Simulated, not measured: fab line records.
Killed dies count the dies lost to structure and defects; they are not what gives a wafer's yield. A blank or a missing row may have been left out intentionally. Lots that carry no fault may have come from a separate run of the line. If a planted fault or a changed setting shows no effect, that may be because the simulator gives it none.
One fault seen from 2 desks    flow gf180mcu    each desk holds nothing but its own numbers, with what lay behind them at the end

FOR THE TOOL OWNER'S DESK: implanter-04
GF_MVPSD_IMPLANT_09, tool's own readings: per-lot mean of the sampled wafers with a number, covering each lot this tool ran. The brackets show how far a lot's mean lies from the usual mean; more than 4 standard deviations puts the lot out of limits, marked OUT.
Columns: A = beamOnS at GF_MVPSD_IMPLANT_09, usual 10.02 s; B = faradayCurrentUA at GF_MVPSD_IMPLANT_09, usual 28.2
lot   first seen here  A                B
L497  day 4 22:49      10.03            28.1
L500  day 5 19:16      9.91             28.4
L507  day 7 13:25      8.12 (-9.5) OUT  34.7 (+12) OUT
L509  day 8 01:16      8.26 (-8.8) OUT  34.2 (+11) OUT
This desk finds L507, L509 out of limits, L507 being first, at day 7 13:25 (beamOnS at GF_MVPSD_IMPLANT_09). In limits: L497, L500.

AT THE METROLOGY DESK
What the gauges read for every lot (on any tool): the sampled wafers with a number, averaged. The brackets show how far a lot's mean lies from the usual mean; more than 4 standard deviations puts the lot out of limits, marked OUT.
Columns: A = MVPSD_RS at GF_VT_IMPLANT_RS_MEAS_49, usual 1169 ohm/sq; B = DUAL_GATE_OXIDATION_00_THK at GF_DUAL_GATE_THK_MEAS_03, usual 10.90 nm; C = V1_CVD_00_THK at GF_V1_THK_MEAS_01, usual 601 nm
lot   first seen here  A               B      C
L497  day 7 11:12      1168            10.59  612
L498  day 7 20:34      1171            10.55  601
L500  day 8 11:35      1168            11.10  613
L501  day 8 16:31      1167            11.11  606
L502  day 9 00:02      1167            10.75  604
L507  day 10 10:11     1212 (+13) OUT  10.71  603
L509  day 10 23:33     1213 (+14) OUT  10.99  603
L510  day 11 05:54     1172            10.85  597
L513  day 11 22:50     1171            10.99  601
L514  day 12 10:29     1170            11.03  597
L515  day 12 16:12     1170            10.89  586
L519  day 13 18:58     1174            10.92  600
L520  day 13 23:32     1171            10.95  603
This desk's result: L507, L509 out of limits, first on L507 (MVPSD_RS at GF_VT_IMPLANT_RS_MEAS_49), day 10 10:11. In limits: L497, L498, L500, L501, L502, L510, L513, L514, L515, L519, L520.

TAKEN TOGETHER
The tool owner's desk could have raised an alarm at day 7 13:25, on L507, L509.
An alarm was possible from the metrology desk at day 10 10:11, on L507, L509.
GF_MVPSD_IMPLANT_09 was run on implanter-04 by each of the lots named.

WHAT HAD BEEN PUT IN BY THE SIMULATOR
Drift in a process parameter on implanter-04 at GF_MVPSD_IMPLANT_09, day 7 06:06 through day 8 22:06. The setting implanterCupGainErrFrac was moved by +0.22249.
Struck lots among those shown: L507, L509.
Hours from the fault's start to each desk's first reading out of limits: the tool owner's desk, 7; the metrology desk, 76.
